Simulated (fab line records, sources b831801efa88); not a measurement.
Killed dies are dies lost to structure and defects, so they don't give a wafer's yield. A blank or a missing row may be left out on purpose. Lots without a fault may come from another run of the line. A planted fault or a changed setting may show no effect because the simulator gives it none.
Problem report in the 8D (eight disciplines) form, filled by code | flow sky130 | the parts of the form that need people (team, actions taken, sign-off) are left out

1. THE PROBLEM
cd_nm at SKY_VIA1_CD_MEAS_12 reads a mean of 35.1 nm on 2 wafers of 2 lots; wafers without a fault read 150.7 nm with a standard deviation of 1.5. That is -77 standard deviations from the usual mean.
The step: target cd 150 nm.
First seen on wafer L291.1, day 38 23:50, on cd_sem-01. The record holds 34 wafers of 12 lots with a number at this step. Rule for "out", or "out of limits": more than 4 standard deviations from the usual mean. The other wafers with a number count as sound.

2. WHAT IT IS AND WHAT IT IS NOT
question                    | is                | is not
which readings at this step | cd_nm             | -
which lots                  | L291, L294        | L275, L278, L279, L280, L283, L284, L285, L287, L288, L298
which wafers of those lots  | L291.1, L294.5    | L291.6, L294.6
read on which gauges        | cd_sem-01         | cd_sem-02
when                        | from day 38 23:50 | up to then (28 sound wafers); but 4 sound wafers of L294, L298 came after

3. SUSPECTS, AND WHAT RULES EACH OUT
Counting: a tool at a process step up to the reading stays a suspect if it ran every lot that is out. Sound lots after the first of them don't rule it out here, since some wafers of a struck lot are sound.
- the gauge at SKY_VIA1_CD_MEAS_12: ruled out. All the wafers that are out were read on cd_sem-01, but those of them that SKY_PAD_OPEN_PROBE_99 has rows for are out there too, on other tools.
- rie_diel-04 at SKY_POLY_CUT_ETCH_10 (etches BARC in N2/H2, stops on SiO2, time 45.9 s, target depth 60 nm): kept. It ran every lot that is out, first L291 (day 29 18:17); its last sound lot up to then is L275 (day 24 23:38).
- krf_scanner-01 at SKY_VIA1_EXPOSE_09 (exposes mask VIM, target cd 150 nm): kept. It ran every lot that is out, first L291 (day 38 11:05); its last sound lot up to then is L287 (day 37 10:45).
- Within rie_diel-04 at SKY_POLY_CUT_ETCH_10: the wafers that are out ran in chamber 1; their sound lot-mates ran in chambers 0, 2.
Left after counting: rie_diel-04 at SKY_POLY_CUT_ETCH_10, krf_scanner-01 at SKY_VIA1_EXPOSE_09.

4. THE CAUSE (what the simulator had put in)
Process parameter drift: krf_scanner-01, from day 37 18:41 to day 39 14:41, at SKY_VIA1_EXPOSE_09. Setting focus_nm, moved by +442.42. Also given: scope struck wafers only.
Counting left 2 suspects, and this tool is among them.

5. THE CHAIN OF EFFECTS, in route order
Each row: a reading whose mean over the struck wafers that have a number lies more than 3 standard deviations from the usual. Only readings for which the record gives a usual standard deviation are gone through. hours: the time from each lot's start at the first step in this table that gives one to its start at this step, as a median over the lots. sigmas: the change in usual standard deviations.
hours | step                  | reading              | usual    | on struck wafers | change | sigmas
0     | SKY_VIA1_CD_MEAS_12   | cd_nm                | 150.7 nm | 35.1             | -115.6 | -77
253   | SKY_PAD_OPEN_PROBE_99 | defect_limited_yield | 82.3 %   | 0.0              | -82.3  | -41
253   | SKY_PAD_OPEN_PROBE_99 | killed_at_M0_to_M3   | 43       | 452              | +408   | +56
253   | SKY_PAD_OPEN_PROBE_99 | killed_dies          | 87       | 492              | +405   | +40
253   | SKY_PAD_OPEN_PROBE_99 | killed_on_rim        | 17       | 96               | +79    | +20
253   | SKY_PAD_OPEN_PROBE_99 | sort_bin_5_function  | 10.5 %   | 93.0             | +82.5  | +55
253   | SKY_PAD_OPEN_PROBE_99 | sort_n_pass          | 405      | 0                | -405   | -40
253   | SKY_PAD_OPEN_PROBE_99 | sort_yield_pct       | 82.3 %   | 0.0              | -82.3  | -41
The process steps in it:
- SKY_PAD_OPEN_PROBE_99

6. WHAT WOULD HAVE CAUGHT IT SOONER
In this record the first reading out of limits at a measuring or inspecting step was taken at day 38 23:50, 29 hours after the fault began at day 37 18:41.
Of the lots that are out (2), L294 began SKY_VIA1_EXPOSE_09 on krf_scanner-01 after day 38 23:50. A hold on the tool at that time would have spared it.
